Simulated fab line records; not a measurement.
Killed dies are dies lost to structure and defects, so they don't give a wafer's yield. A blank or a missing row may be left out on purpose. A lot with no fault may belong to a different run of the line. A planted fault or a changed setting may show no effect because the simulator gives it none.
Comparing a struck lot with a sound one | flow gf180mcu | 15 steps out of a route of 602
Sound: the wafers L981.1, L981.2, L981.5. The struck wafers were L973.2, L973.3, L973.6. Last of all comes the cause.
Each step with rows lists, per side, the tool, then ch with its chambers, then its first start. Under that, the readings that differ: sound wafers | struck wafers | difference of the means | sigmas: that difference in standard deviations of wafers without a fault.
alike: words and numbers the same on both sides, and readings whose means are apart by under 2 such deviations; not compared: readings that were withheld, readings missing a value for some wafer, numbers with overlapping values and no deviation given by the record, and bounds like >300 which may hide the same value.
The two part at a step that has a row with sigmas, a row that says differs or no value, or rows on one side only. Numbers that don't overlap but have no deviation are shown without sigmas and don't part them. A reading that every wafer of one side lacks parts them only if that side has two wafers or more.

GF_M3_SPUTTER_04: material TiN, target thk 50 nm, time 41.7 s.
  sound on pvdSputter-02 at day 27 00:02; struck on pvdSputter-01 at day 23 22:41
  alike: cathodeDcPowerW, throttleValvePct
GF_M3_RS_MEAS_05: measurement is done with a four-point probe.
  sound on filmMetro-04 at day 27 00:04; struck on filmMetro-04 at day 23 22:44
  alike: M3_ALCU_RS
GF_M3_THK_MEAS_06: measures by xrf.
  sound on filmMetro-04 at day 27 00:11; struck on filmMetro-04 at day 23 22:51
  alike: M3_ALCU_THK
then, 7 steps without rows for these wafers: GF_M3_DEHYDRATE_07 (time 60 s); GF_M3_HMDS_08 (prime time 60 s); GF_M3_COAT_09 (resist thk 1012 nm); GF_M3_SOFTBAKE_10 (time 60 s); GF_M3_EXPOSE_11 (exposes mask Metal3, target cd 280 nm); GF_M3_PEB_12 (peb time 90 s); GF_M3_DEVELOP_13 (develop time 60 s).
GF_M3_CD_MEAS_14: target cd 280 nm.
  sound on cdSem-01 at day 27 20:41; struck on cdSem-02 at day 24 20:34
  alike: cdNm
GF_M3_OVL_MEAS_15:
  sound on overlay-02 at day 27 20:49; struck on overlay-02 at day 24 20:40
reading     | sound    | struck  | difference | sigmas
M3_OVL (nm) | 11 10 17 | -2 2 -2 | -13        | -2
GF_M3_METAL_ETCH_16: etches the open film in Cl2/BCl3, stops on SiO2, target depth 627.5 nm, time 104.6 s.
  sound on rieMetal-04 ch 0,1, day 27 20:50; struck on rieMetal-03 ch 1, day 24 20:41
reading                            | sound                | struck               | difference                    | sigmas
biasW (W)                          | 139.6 138.7 139.9    | - - -                | no value on the struck wafers | 
oesProductAu (a.u.)                | 0.969 0.974 0.963    | 0.991 0.988 0.987    | +0.020                        | +3
runLengthS (s)                     | 132.9 133.6 133.5    | 115.2 115.2 116.0    | -17.9                         | -41
throttleValvePct (%)               | 28.263 28.256 28.264 | 28.228 28.222 28.233 | -0.033                        | -3
model.etch.depthNm (nm)            | 597 599.2 596.3      | 514.1 513.5 516      | -83.0                         | 
model.M3.featureDepthNm (nm)       | 597 599.2 596.3      | 514.1 513.5 516      | -83.0                         | 
model.KrF_of_M3_COAT_09.thkNm (nm) | 751 752.1 750.8      | 792.1 790.7 793.5    | +40.8                         | 
  alike: drypumpMotorCurrentA
  not compared: rfHoursCounterH
GF_M3_STRIP_17: strips in O2/N2.
  sound on plasmaAsher-04 ch 0,1, day 27 20:57; struck on plasmaAsher-04 ch 0,1, day 24 20:49
reading                  | sound             | struck            | difference | sigmas
oesProductAu (a.u.)      | 0.569 0.570 0.560 | 0.576 0.576 0.579 | +0.011     | +2
stripTimeToEndpointS (s) | 8.03 8.04 8.03    | 8.41 8.42 8.45    | +0.39      | +12
  alike: drypumpMotorCurrentA, heaterPowerW, n2FlowSccm, o2FlowSccm
  not compared: rfHoursCounterH
then, 1 step without rows for these wafers: GF_M3_STRIP_18 (strips in post etch residue remover, time 1200 s).

== WHERE THEY PART ==
First at GF_M3_OVL_MEAS_15; last, within this record, at GF_M3_STRIP_17.

WHY: the cause the simulator had injected
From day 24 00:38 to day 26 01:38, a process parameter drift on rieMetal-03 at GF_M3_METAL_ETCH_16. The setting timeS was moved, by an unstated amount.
